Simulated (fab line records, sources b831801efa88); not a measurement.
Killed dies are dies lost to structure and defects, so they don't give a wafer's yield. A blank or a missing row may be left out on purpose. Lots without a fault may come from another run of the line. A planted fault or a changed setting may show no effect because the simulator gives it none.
Chamber matching | flow gf180mcu | GF_V3_CVD_02 on pecvd-01: 3 sister chambers
The step deposits SiO2 from TEOS, target thk 850 nm, time 96.61 s. 6 wafers are shown with their chamber, then 8 later ones without.

WAFERS WITH THEIR CHAMBER
wafer  | chamber | heater_power_w (W)
L085.5 | 2       | 648
L085.6 | 0       | 658
L090.1 | 0       | 661
L090.2 | 1       | 717
L090.3 | 2       | 569
L091.2 | 1       | 779

WAFERS WITHOUT THEIR CHAMBER
wafer  | heater_power_w (W)
L091.3 | 592
L091.6 | 687
L095.1 | 654
L095.3 | 670
L095.4 | 770
L096.3 | 835
L096.4 | 863
L096.6 | 677

WHICH CHAMBER EACH WENT THROUGH
wafer  | from the rows above          | in truth
L091.3 | can't be placed: 2 or 0      | 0
L091.6 | can't be placed: 0 or 1 or 2 | 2
L095.1 | can't be placed: 0 or 2      | 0
L095.3 | can't be placed: 0 or 2 or 1 | 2
L095.4 | 1                            | 1
L096.3 | 1                            | 1
L096.4 | 1                            | 1
L096.6 | can't be placed: 0 or 2 or 1 | 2
Placed correctly: 3 of 8. Can't be placed from these rows: 5 (the true chamber is among the candidates in 5). Placed wrongly: 0.
How it was worked out, from the rows above alone: a wafer's distance from a chamber is the root of the sum, over the readings, of the square of ((its reading less the chamber's mean) divided by the reading's scatter). The wafer belongs to the nearest chamber; if the next one is less than 2 further off, it can't be placed. A chamber's mean is the mean of its shown wafers. The scatter: the root of (the sum of the squares of (reading less its chamber's mean) over the shown wafers, divided by (wafers less chambers)).
